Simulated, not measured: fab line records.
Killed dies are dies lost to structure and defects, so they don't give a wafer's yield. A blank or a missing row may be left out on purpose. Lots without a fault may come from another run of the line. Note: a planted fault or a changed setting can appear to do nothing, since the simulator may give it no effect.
The same fault as seen by 2 desks    flow sky130    only its own numbers are on each desk; what lay behind them is given at the end

## DESK OF THE TOOL OWNER: pvd-sputter-01
At SKY_METAL2_SPUTTER_01 (material TiN, target thk 20 nm, time 16.7 s) the tool's own readings: per lot run on this tool, the mean of the sampled wafers that have a number. Any lot whose mean is over 4 standard deviations away from the usual mean is out of limits and marked OUT; that distance is given in the brackets.
Columns: A = throttle-valve-pct at SKY_METAL2_SPUTTER_01, usual 30.0 %
lot   first seen here  A
L596  day 34 12:45     29.7
L597  day 34 15:11     29.9
L600  day 35 22:52     29.8
L601  day 36 02:49     29.8
L602  day 36 13:49     29.8
L603  day 37 00:07     29.2
L604  day 37 01:01     30.0
L605  day 37 08:12     30.2
L607  day 37 20:40     29.3
L616  day 40 14:28     29.3
This desk found nothing out of limits on any of the 10 lots.

## AT THE METROLOGY DESK
What the gauges read for every lot (on any tool): the sampled wafers with a number, averaged. Any lot whose mean is over 4 standard deviations away from the usual mean is out of limits and marked OUT; that distance is given in the brackets.
Columns: A = METAL5_ALCU_RS at SKY_METAL5_RS_MEAS_05, usual 0.0272 ohm/sq
lot   first seen here  A
L596  day 43 06:54     0.0271
L597  day 43 09:58     0.0269
L599  day 44 10:58     0.0272
L600  day 44 14:27     0.0269
L601  day 44 19:29     0.0272
L602  day 45 04:38     0.0273
L603  day 45 11:51     0.0273
L604  day 45 13:14     0.0270
L605  day 45 20:28     0.0272
L607  day 46 04:58     0.0269
L616  day 48 09:46     0.0278
L617  day 48 11:46     0.0277
This desk found nothing out of limits on any of the 12 lots.

## ALL TOGETHER
Nothing out of limits was seen by the tool owner's desk.
Nothing out of limits was seen by the metrology desk.

## WHAT THE SIMULATOR HAD PUT IN
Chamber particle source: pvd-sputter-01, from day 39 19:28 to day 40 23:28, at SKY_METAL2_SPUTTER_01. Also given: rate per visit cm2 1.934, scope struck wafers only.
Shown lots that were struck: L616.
